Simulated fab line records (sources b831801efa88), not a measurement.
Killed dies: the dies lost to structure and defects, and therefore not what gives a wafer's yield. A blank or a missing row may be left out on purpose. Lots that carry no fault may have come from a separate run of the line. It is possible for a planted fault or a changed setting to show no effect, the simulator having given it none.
fab line records ; flow gf180mcu
record: lots: 14; wafers: 42; lastDay: 34
route steps=602 shown LVPWELL@61 NSD@245 M1@330
lots with no fault: from the same line, run without faults
startH: hours from the record's opening day to when the first of the lot's shown wafers began ; waitH: hours from the lot's prior step to this one ; " identical to the entry in the row above ; L1.1+2: one row covering several wafers at once ; - no value present, or no start provided ; * or withheld: withheld ; < > ~ a bound
route shown NAME@n: a module of which the file shows steps, and the number in the route of the first ; usual: mean/standard deviation taken from wafers without a fault ; same: alike in all rows ; chamber/n: place in a boat ; sites: readings site by site ; _std_site: how widely they spread, as a standard deviation ; _edge_site: mean of outer sites minus mean of inner sites ; radiusMm: how far each site lies from the wafer's centre ; mask NAME#n: copy n ; behind: the tool/chamber that last shaped the wafer ; hold: the reason the lot was held/the length of the hold in hours/how it ended ; device: names the non-switching transistor (n, p or np) ; end of line: the tests these same wafers got at the end of their route ; for a step that has no rows: nothing shown but its recipe ; killed: not the wafer's yield, but the dies lost to structure and defects at the first sort ; map: per-die view of a wafer (x killed, . not killed, _ where there is no die)
set.NAME: the setting the step ran with; set.NAME@STEP: the setting that earlier step ran with ; model.NAME: the simulator's own value behind a step, which no gauge read
the route's steps for a sample of lots (tables are steps, rows are wafers)
services: a tool's chamber out of use, with start hour (startH, from the record's first day; less than 0 if before it), hours out, and reason
== steps ==
step: GF_LVPWELL_OVL_MEAS_07
usual: LVPWELL_OVL: 1.0/1.4
lot.wafer;tool;chamber;startH;waitH;LVPWELL_OVL[nm]
L421.1;overlay-01;-;70.30;-;-0.1
L421.3;overlay-01;-;70.30;-;1.5
L421.5;overlay-01;-;70.30;-;1.1
L422.1;overlay-01;-;75.40;-;1.1
L422.2;overlay-01;-;75.40;-;2.3
L422.3;overlay-01;-;75.40;-;0.4
L423.1;overlay-01;-;79.88;-;1.6
L423.2;overlay-01;-;79.88;-;0.8
L423.3;overlay-01;-;79.88;-;2.2
L424.4;overlay-02;-;86.04;-;0.1
L424.5;overlay-02;-;86.04;-;-1.0
L424.6;overlay-02;-;86.04;-;-0.9
L433.4;overlay-01;-;140.12;-;1.3
L433.5;overlay-01;-;140.12;-;0.0
L433.6;overlay-01;-;140.12;-;-0.6
L434.2;overlay-01;-;142.29;-;1.2
L434.3;overlay-01;-;142.29;-;-1.1
L434.4;overlay-01;-;142.29;-;-0.4
L435.1;overlay-02;-;147.78;-;0.7
L435.4;overlay-02;-;147.78;-;0.5
L435.5;overlay-02;-;147.78;-;1.6
L437.2;overlay-01;-;157.88;-;2.9
L437.4;overlay-01;-;157.88;-;3.4
L437.6;overlay-01;-;157.88;-;3.1
L438.1;overlay-02;-;163.72;-;-2.3
L438.5;overlay-02;-;163.72;-;0.6
L438.6;overlay-02;-;163.72;-;0.6
L439.3;overlay-01;-;170.19;-;1.0
L439.4;overlay-01;-;170.19;-;2.2
L439.5;overlay-01;-;170.19;-;0.8
L440.2;overlay-01;-;175.08;-;3.3
L440.4;overlay-01;-;175.08;-;1.3
L440.6;overlay-01;-;175.08;-;2.6
L441.1;overlay-01;-;181.23;-;0.4
L441.3;overlay-01;-;181.23;-;0.2
L441.4;overlay-01;-;181.23;-;-0.1
L442.1;overlay-01;-;185.42;-;0.4
L442.5;overlay-01;-;185.42;-;0.9
L442.6;overlay-01;-;185.42;-;2.2
L443.2;overlay-01;-;192.74;-;2.0
L443.3;overlay-01;-;192.74;-;3.5
L443.5;overlay-01;-;192.74;-;2.1
step: GF_VT_IMPLANT_RS_MEAS_48
recipe: thkMeasGauge: four-point-probe
usual: LVPWELL_RS: 1197.9/2.9
lot.wafer;tool;chamber;startH;waitH;LVPWELL_RS[ohm/sq]
L421.1;filmMetro-04;-;158.92;0.1;1205.6
L421.3;filmMetro-04;-;158.92;0.1;1200.7
L421.5;filmMetro-04;-;158.92;0.1;1200.8
L422.1;filmMetro-02;-;165.22;0.1;1199.9
L422.2;filmMetro-02;-;165.22;0.1;1197.0
L422.3;filmMetro-02;-;165.22;0.1;1198.3
L423.1;filmMetro-04;-;171.70;0.1;1198.7
L423.2;filmMetro-04;-;171.70;0.1;1199.5
L423.3;filmMetro-04;-;171.70;0.1;1202.5
L424.4;filmMetro-04;-;177.77;0.1;1198.4
L424.5;filmMetro-04;-;177.77;0.1;1200.5
L424.6;filmMetro-04;-;177.77;0.1;1200.7
L433.4;filmMetro-02;-;243.48;0.1;1195.3
L433.5;filmMetro-02;-;243.48;0.1;1196.5
L433.6;filmMetro-02;-;243.48;0.1;1194.5
L434.2;filmMetro-04;-;245.94;0.1;1197.6
L434.3;filmMetro-04;-;245.94;0.1;1197.3
L434.4;filmMetro-04;-;245.94;0.1;1199.9
L435.1;filmMetro-02;-;251.12;0.1;1197.4
L435.4;filmMetro-02;-;251.12;0.1;1201.8
L435.5;filmMetro-02;-;251.12;0.1;1205.8
L437.2;filmMetro-01;-;264.24;0.1;1192.8
L437.4;filmMetro-01;-;264.24;0.1;1192.8
L437.6;filmMetro-01;-;264.24;0.1;1195.6
L438.1;filmMetro-04;-;271.11;0.1;1199.5
L438.5;filmMetro-04;-;271.11;0.1;1197.7
L438.6;filmMetro-04;-;271.11;0.1;1198.3
L439.3;filmMetro-02;-;279.36;0.1;1197.6
L439.4;filmMetro-02;-;279.36;0.1;1194.1
L439.5;filmMetro-02;-;279.36;0.1;1195.4
L440.2;filmMetro-04;-;285.33;0.1;1193.9
L440.4;filmMetro-04;-;285.33;0.1;1194.5
L440.6;filmMetro-04;-;285.33;0.1;1199.3
L441.1;filmMetro-02;-;292.56;0.1;1194.5
L441.3;filmMetro-02;-;292.56;0.1;1196.5
L441.4;filmMetro-02;-;292.56;0.1;1190.8
L442.1;filmMetro-01;-;297.24;0.1;1201.7
L442.5;filmMetro-01;-;297.24;0.1;1199.1
L442.6;filmMetro-01;-;297.24;0.1;1202.5
L443.2;filmMetro-04;-;305.23;0.1;1195.9
L443.3;filmMetro-04;-;305.23;0.1;1196.9
L443.5;filmMetro-04;-;305.23;0.1;1200.4
step: GF_NSD_IMPLANT_10
recipe: species: P; energyKev: 40; doseCm2: 5e+14; tiltDeg: 7
usual: doseIonsCm2: 5e+14/5.5e+11; faradayCurrentUA: 2778/53
lot.wafer;tool;chamber;startH;waitH;doseIonsCm2;faradayCurrentUA
L421.1;implanter-04;0;297.11;0.1;5.004e+14;2769
L421.3;implanter-04;0;297.11;0.1;4.998e+14;2783
L421.5;implanter-04;0;297.11;0.1;5.015e+14;2786
L422.1;implanter-04;0;302.76;0.1;4.994e+14;2744
L422.2;implanter-04;0;302.76;0.1;5.001e+14;2743
L422.3;implanter-04;0;302.76;0.1;5.001e+14;2786
L423.1;implanter-02;0;313.13;0.1;5e+14;2810
L423.2;implanter-02;0;313.13;0.1;5.001e+14;2842
L423.3;implanter-02;0;313.13;0.1;5.006e+14;2784
L424.4;implanter-02;0;318.25;0.1;4.997e+14;2788
L424.5;implanter-02;0;318.25;0.1;4.998e+14;2746
L424.6;implanter-02;0;318.25;0.1;4.996e+14;2700
L433.4;implanter-02;0;404.11;0.1;4.769e+14;2660
L433.5;implanter-02;0;404.11;0.1;4.759e+14;2652
L433.6;implanter-02;0;404.11;0.1;4.763e+14;2733
L434.2;implanter-02;0;405.15;0.1;4.765e+14;2654
L434.3;implanter-02;0;405.15;0.1;4.771e+14;2611
L434.4;implanter-02;0;405.15;0.1;4.764e+14;2560
L435.1;implanter-01;0;413.61;0.1;4.997e+14;2762
L435.4;implanter-01;0;413.61;0.1;4.999e+14;2795
L435.5;implanter-01;0;413.61;0.1;4.997e+14;2810
L437.2;implanter-04;0;430.25;0.1;5.009e+14;2736
L437.4;implanter-04;0;430.25;0.1;5.013e+14;2891
L437.6;implanter-04;0;430.25;0.1;5.011e+14;2814
L438.1;implanter-01;0;439.58;0.1;5.001e+14;2700
L438.5;implanter-01;0;439.58;0.1;4.998e+14;2698
L438.6;implanter-01;0;439.58;0.1;5.001e+14;2704
L439.3;implanter-04;0;450.61;0.1;4.994e+14;2811
L439.4;implanter-04;0;450.61;0.1;4.997e+14;2683
L439.5;implanter-04;0;450.61;0.1;5.002e+14;2792
L440.2;implanter-04;0;462.04;0.1;5e+14;2738
L440.4;implanter-04;0;462.04;0.1;4.994e+14;2816
L440.6;implanter-04;0;462.04;0.1;4.994e+14;2787
L441.1;implanter-01;0;465.58;0.1;5.005e+14;2878
L441.3;implanter-01;0;465.58;0.1;5.006e+14;2765
L441.4;implanter-01;0;465.58;0.1;4.995e+14;2833
L442.1;implanter-02;0;473.18;0.1;4.999e+14;2792
L442.5;implanter-02;0;473.18;0.1;4.998e+14;2768
L442.6;implanter-02;0;473.18;0.1;4.999e+14;2755
L443.2;implanter-04;0;483.61;0.1;4.993e+14;2797
L443.3;implanter-04;0;483.61;0.1;5.006e+14;2653
L443.5;implanter-04;0;483.61;0.1;5.003e+14;2688
step: GF_PSD_RS_MEAS_14
recipe: thkMeasGauge: four-point-probe
usual: NSD_RS: 46.12/0.091
lot.wafer;tool;chamber;startH;waitH;NSD_RS[ohm/sq]
L421.1;filmMetro-03;-;317.49;0.1;46.11
L421.3;filmMetro-03;-;317.49;0.1;46.11
L421.5;filmMetro-03;-;317.49;0.1;46.19
L422.1;filmMetro-04;-;322.78;0.1;46.07
L422.2;filmMetro-04;-;322.78;0.1;46.10
L422.3;filmMetro-04;-;322.78;0.1;46.13
L423.1;filmMetro-03;-;334.23;0.1;46.10
L423.2;filmMetro-03;-;334.23;0.1;46.19
L423.3;filmMetro-03;-;334.23;0.1;46.16
L424.4;filmMetro-02;-;344.61;0.1;45.92
L424.5;filmMetro-02;-;344.61;0.1;45.94
L424.6;filmMetro-02;-;344.61;0.1;45.97
L433.4;filmMetro-03;-;428.73;0.1;46.37
L433.5;filmMetro-03;-;428.73;0.1;46.60
L433.6;filmMetro-03;-;428.73;0.1;46.49
L434.2;filmMetro-03;-;430.24;0.1;46.44
L434.3;filmMetro-03;-;430.24;0.1;46.34
L434.4;filmMetro-03;-;430.24;0.1;46.42
L435.1;filmMetro-03;-;437.98;0.1;46.15
L435.4;filmMetro-03;-;437.98;0.1;46.10
L435.5;filmMetro-03;-;437.98;0.1;46.07
L437.2;filmMetro-02;-;455.54;0.1;46.05
L437.4;filmMetro-02;-;455.54;0.1;46.01
L437.6;filmMetro-02;-;455.54;0.1;46.11
L438.1;filmMetro-02;-;464.17;0.1;45.96
L438.5;filmMetro-02;-;464.17;0.1;46.05
L438.6;filmMetro-02;-;464.17;0.1;46.04
L439.3;filmMetro-03;-;475.69;0.1;46.01
L439.4;filmMetro-03;-;475.69;0.1;46.09
L439.5;filmMetro-03;-;475.69;0.1;46.06
L440.2;filmMetro-03;-;486.77;0.1;46.03
L440.4;filmMetro-03;-;486.77;0.1;46.08
L440.6;filmMetro-03;-;486.77;0.1;46.14
L441.1;filmMetro-04;-;490.40;0.1;46.23
L441.3;filmMetro-04;-;490.40;0.1;46.23
L441.4;filmMetro-04;-;490.40;0.1;46.24
L442.1;filmMetro-02;-;498.08;0.1;46.10
L442.5;filmMetro-02;-;498.08;0.1;46.02
L442.6;filmMetro-02;-;498.08;0.1;45.97
L443.2;filmMetro-04;-;507.47;0.1;46.14
L443.3;filmMetro-04;-;507.47;0.1;46.05
L443.5;filmMetro-04;-;507.47;0.1;46.14
step: GF_M1_OVL_MEAS_15
usual: M1_OVL: -4/4.9
lot.wafer;tool;chamber;startH;waitH;M1_OVL[nm]
L421.1;overlay-02;-;385.04;0.1;-1
L421.3;overlay-02;-;385.04;0.1;-9
L421.5;overlay-02;-;385.04;0.1;0
L422.1;overlay-02;-;392.99;0.1;-5
L422.2;overlay-02;-;392.99;0.1;-7
L422.3;overlay-02;-;392.99;0.1;-5
L423.1;overlay-01;-;404.29;0.1;-8
L423.2;overlay-01;-;404.29;0.1;-8
L423.3;overlay-01;-;404.29;0.1;2
L424.4;overlay-02;-;414.97;0.1;-6
L424.5;overlay-02;-;414.97;0.1;-6
L424.6;overlay-02;-;414.97;0.1;-4
L433.4;overlay-02;-;504.39;0.1;-8
L433.5;overlay-02;-;504.39;0.1;-9
L433.6;overlay-02;-;504.39;0.1;-9
L434.2;overlay-01;-;505.64;0.1;1
L434.3;overlay-01;-;505.64;0.1;-2
L434.4;overlay-01;-;505.64;0.1;1
L435.1;overlay-02;-;511.99;0.1;-1
L435.4;overlay-02;-;511.99;0.1;-6
L435.5;overlay-02;-;511.99;0.1;-7
L437.2;overlay-01;-;529.80;0.1;-1
L437.4;overlay-01;-;529.80;0.1;-15
L437.6;overlay-01;-;529.80;0.1;-1
L438.1;overlay-02;-;537.24;0.1;-3
L438.5;overlay-02;-;537.24;0.1;-4
L438.6;overlay-02;-;537.24;0.1;3
L439.3;overlay-01;-;548.00;0.1;-9
L439.4;overlay-01;-;548.00;0.1;-7
L439.5;overlay-01;-;548.00;0.1;-12
L440.2;overlay-01;-;559.63;0.1;-2
L440.4;overlay-01;-;559.63;0.1;-2
L440.6;overlay-01;-;559.63;0.1;-6
L441.1;overlay-02;-;561.70;0.1;-6
L441.3;overlay-02;-;561.70;0.1;1
L441.4;overlay-02;-;561.70;0.1;1
L443.2;overlay-02;-;577.98;0.1;-1
L443.3;overlay-02;-;577.98;0.1;1
L443.5;overlay-02;-;577.98;0.1;-3
L442.1;overlay-02;-;578.85;0.1;-4
L442.5;overlay-02;-;578.85;0.1;-5
L442.6;overlay-02;-;578.85;0.1;-7
== services ==
tool;chamber;startH;hours;kind
implanter-02;-;277.22;2.6;pm
implanter-01;-;315.71;7.4;repair
implanter-04;-;389.63;5.2;pm
implanter-01;-;390.90;4.1;pm
implanter-01;-;421.63;10.4;repair
implanter-01;-;448.53;2.2;repair
== key ==
firstSign: step: GF_NSD_IMPLANT_10; reading: doseIonsCm2; direction: down; sigmas: 43; usual: 5e+14; struck: 4.765e+14
effect: step: GF_NSD_IMPLANT_10; reading: faradayCurrentUA; direction: down; sigmas: 2.5; usual: 2778; struck: 2645
effect: step: GF_PSD_RS_MEAS_14; reading: NSD_RS; direction: up; sigmas: 3.6; usual: 46.12; struck: 46.44
metAt GF_NSD_IMPLANT_10
struckLots L433,L434
testerLeftOut L433,L434
notActingAt GF_LVPWELL_OVL_MEAS_07,GF_VT_IMPLANT_RS_MEAS_48,GF_M1_OVL_MEAS_15
onsetBetween 318.25 404.11
fault: kind: processParameterDrift; tool: implanter-02; chamber: -; onsetH: 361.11; steps: GF_NSD_IMPLANT_10; channel: doseCm2; offset: -2.3066e+13; shape: step; endH: 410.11; actsIn: theseRecipesOnly; stated: 5e+14
testerLeftOut: of these lots the tester's yield and bins aren't shown, on N5 and GAA mostly nor the transistor test; their killed dies are dies lost to structure and defects alone, not to doping, threshold or leakage, so they don't give the yield
